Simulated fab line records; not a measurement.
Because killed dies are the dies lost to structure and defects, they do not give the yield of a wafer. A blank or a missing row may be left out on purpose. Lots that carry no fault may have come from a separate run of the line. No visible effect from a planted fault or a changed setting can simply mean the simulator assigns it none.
Matching of chambers || flow sky130 || SKY_VIA1_CMP_24 on cmp-02 has 4 sister chambers
The step polishes, stops on SiO2, t overpolish 15 s, target thk 0 nm. 14 wafers are shown with their chamber, then 7 later ones without.

== WAFERS PAIRED WITH THEIR CHAMBERS ==
{"wafer": "L486.2", "chamber": 3, "edge zone pressure frac": 0.988, "motor current A (A)": 10.8, "time to endpoint s (s)": 64}
{"wafer": "L486.4", "chamber": 2, "edge zone pressure frac": 0.999, "motor current A (A)": 10.7, "time to endpoint s (s)": 65}
{"wafer": "L486.6", "chamber": 1, "edge zone pressure frac": 0.994, "motor current A (A)": 9.5, "time to endpoint s (s)": 66}
{"wafer": "L488.1", "chamber": 0, "edge zone pressure frac": 1.006, "motor current A (A)": 10.4, "time to endpoint s (s)": 66}
{"wafer": "L488.3", "chamber": 1, "edge zone pressure frac": 0.995, "motor current A (A)": 10.0, "time to endpoint s (s)": 67}
{"wafer": "L488.4", "chamber": 2, "edge zone pressure frac": 0.999, "motor current A (A)": 10.5, "time to endpoint s (s)": 60}
{"wafer": "L489.1", "chamber": 0, "edge zone pressure frac": 1.009, "motor current A (A)": 10.2, "time to endpoint s (s)": 64}
{"wafer": "L489.3", "chamber": 2, "edge zone pressure frac": 0.994, "motor current A (A)": 10.7, "time to endpoint s (s)": 61}
{"wafer": "L489.5", "chamber": 3, "edge zone pressure frac": 0.999, "motor current A (A)": 9.4, "time to endpoint s (s)": 65}
{"wafer": "L491.1", "chamber": 2, "edge zone pressure frac": 1.010, "motor current A (A)": 10.9, "time to endpoint s (s)": 60}
{"wafer": "L491.2", "chamber": 3, "edge zone pressure frac": 0.999, "motor current A (A)": 9.9, "time to endpoint s (s)": 63}
{"wafer": "L491.6", "chamber": 3, "edge zone pressure frac": 0.997, "motor current A (A)": 9.7, "time to endpoint s (s)": 63}
{"wafer": "L492.1", "chamber": 3, "edge zone pressure frac": 0.998, "motor current A (A)": 10.1, "time to endpoint s (s)": 65}
{"wafer": "L492.4", "chamber": 2, "edge zone pressure frac": 0.991, "motor current A (A)": 10.9, "time to endpoint s (s)": 66}

SIGNATURES, as means of the wafers listed above
{"reading": "edge zone pressure frac", "chamber 0": 1.00750, "chamber 1": 0.99450, "chamber 2": 0.99860, "chamber 3": 0.99620, "scatter within a chamber": 0.00549}
{"reading": "motor current A", "chamber 0": 10.300, "chamber 1": 9.750, "chamber 2": 10.740, "chamber 3": 9.980, "scatter within a chamber": 0.369}
{"reading": "time to endpoint s", "chamber 0": 65.00, "chamber 1": 66.50, "chamber 2": 62.40, "chamber 3": 64.00, "scatter within a chamber": 1.99}
Rule: a wafer's distance from a chamber is the root of the sum, over the readings, of the square of ((its reading less the chamber's mean) divided by the reading's scatter). If the next closest chamber is less than 2 further off than the closest, the wafer can't be placed; otherwise it belongs to the closest. The scatter: take each reading less its chamber's mean, square it, sum over the shown wafers, divide by the number of wafers less the number of chambers, and take the root.

== WAFERS WITH NO CHAMBER GIVEN ==
{"wafer": "L492.5", "edge zone pressure frac": 0.999, "motor current A (A)": 11.0, "time to endpoint s (s)": 63}
{"wafer": "L502.2", "edge zone pressure frac": 1.005, "motor current A (A)": 10.5, "time to endpoint s (s)": 58}
{"wafer": "L502.4", "edge zone pressure frac": 1.000, "motor current A (A)": 10.7, "time to endpoint s (s)": 62}
{"wafer": "L502.5", "edge zone pressure frac": 1.005, "motor current A (A)": 10.9, "time to endpoint s (s)": 58}
{"wafer": "L503.1", "edge zone pressure frac": 1.003, "motor current A (A)": 10.0, "time to endpoint s (s)": 68}
{"wafer": "L503.5", "edge zone pressure frac": 0.998, "motor current A (A)": 10.0, "time to endpoint s (s)": 65}
{"wafer": "L503.6", "edge zone pressure frac": 0.998, "motor current A (A)": 10.1, "time to endpoint s (s)": 67}

== EACH ONE'S CHAMBER ==
{"wafer": "L492.5", "from the rows above": "can't be placed: 2 or 0", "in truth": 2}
{"wafer": "L502.2", "from the rows above": "can't be placed: 2 or 0 or 3", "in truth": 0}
{"wafer": "L502.4", "from the rows above": "can't be placed: 2 or 3 or 0", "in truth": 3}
{"wafer": "L502.5", "from the rows above": "can't be placed: 2 or 0 or 3", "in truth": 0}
{"wafer": "L503.1", "from the rows above": "can't be placed: 1 or 0 or 3 or 2", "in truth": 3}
{"wafer": "L503.5", "from the rows above": "can't be placed: 3 or 1 or 0 or 2", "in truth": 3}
{"wafer": "L503.6", "from the rows above": "can't be placed: 1 or 3 or 0 or 2", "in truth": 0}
Correctly placed: 0 of 7. Cannot be placed on the basis of these rows: 7; the candidates contain the true chamber in 7. Number placed wrongly: 0.
